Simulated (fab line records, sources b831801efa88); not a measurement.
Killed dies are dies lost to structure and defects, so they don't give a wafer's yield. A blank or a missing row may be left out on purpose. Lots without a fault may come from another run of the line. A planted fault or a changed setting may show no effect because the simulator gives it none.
One fault seen from 2 desks | flow gf180mcu | each desk has only its own numbers; what lay behind them comes last

THE METROLOGY DESK
What the gauges read, lot by lot, whatever tool the lot ran on: means of the sampled wafers that have a number. A lot is out of limits, marked OUT, if its mean lies more than 4 standard deviations from the usual mean; the brackets give that distance.
Columns: A = PSD_RS at GF_PSD_RS_MEAS_15, usual 108.42 ohm/sq; B = SAB_CVD_00_THK at GF_SAB_THK_MEAS_01, usual 50.1 nm; C = cd_nm at GF_SAB_CD_MEAS_09, usual 418.9 nm; D = SAB_OVL at GF_SAB_OVL_MEAS_10, usual 0.6 nm
lot  | first seen here | A      | B    | C     | D
L978 | day 15 11:30    | 108.24 | 49.9 | 418.7 | 0.5
L981 | day 16 13:26    | 108.78 | 50.2 | 424.5 | 0.6
L983 | day 17 02:50    | 108.68 | 49.6 | 416.8 | -0.8
L986 | day 18 11:52    | 108.42 | 50.3 | 418.1 | 0.6
L988 | day 18 22:40    | 108.37 | 50.2 | 420.0 | -2.1
L990 | day 20 08:43    | 108.49 | 50.8 | 421.1 | 1.0
This desk's finding: nothing out of limits on any of the 6 lots.

THE TOOL OWNER'S DESK: rie_diel-02
The tool's own readings at GF_SAB_ETCH_11 (etches SiO2 in C4F8/O2/Ar, target depth 55 nm, time 8.5 s): means of the sampled wafers that have a number, for each lot that ran on this tool. A lot is out of limits, marked OUT, if its mean lies more than 4 standard deviations from the usual mean; the brackets give that distance.
Columns: A = oes_product_au at GF_SAB_ETCH_11, usual 1.000 a.u.
lot  | first seen here | A
L981 | day 17 11:32    | 1.008
L986 | day 19 12:32    | 1.002
L988 | day 19 23:00    | 0.951 (-6.3) OUT
L990 | day 21 08:14    | 0.918 (-11) OUT
This desk's finding: out of limits on L988, L990; first on L988, day 19 23:00 (oes_product_au at GF_SAB_ETCH_11). In limits: L981, L986.

PUT TOGETHER
The tool owner's desk could have raised an alarm at day 19 23:00, on L988, L990.
The metrology desk saw nothing out of limits.
The metrology desk has L988, L990 on record, within its limits.
Of the lots named, all ran GF_SAB_ETCH_11 on rie_diel-02.

WHAT THE SIMULATOR HAD PUT IN
Process parameter drift: rie_diel-02, from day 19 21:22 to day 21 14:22, at GF_SAB_ETCH_11. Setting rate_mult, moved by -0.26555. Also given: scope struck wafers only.
Lots struck among those shown: L988, L990.
Hours from the fault's start to each desk's first reading out of limits: the tool owner's desk, 2.
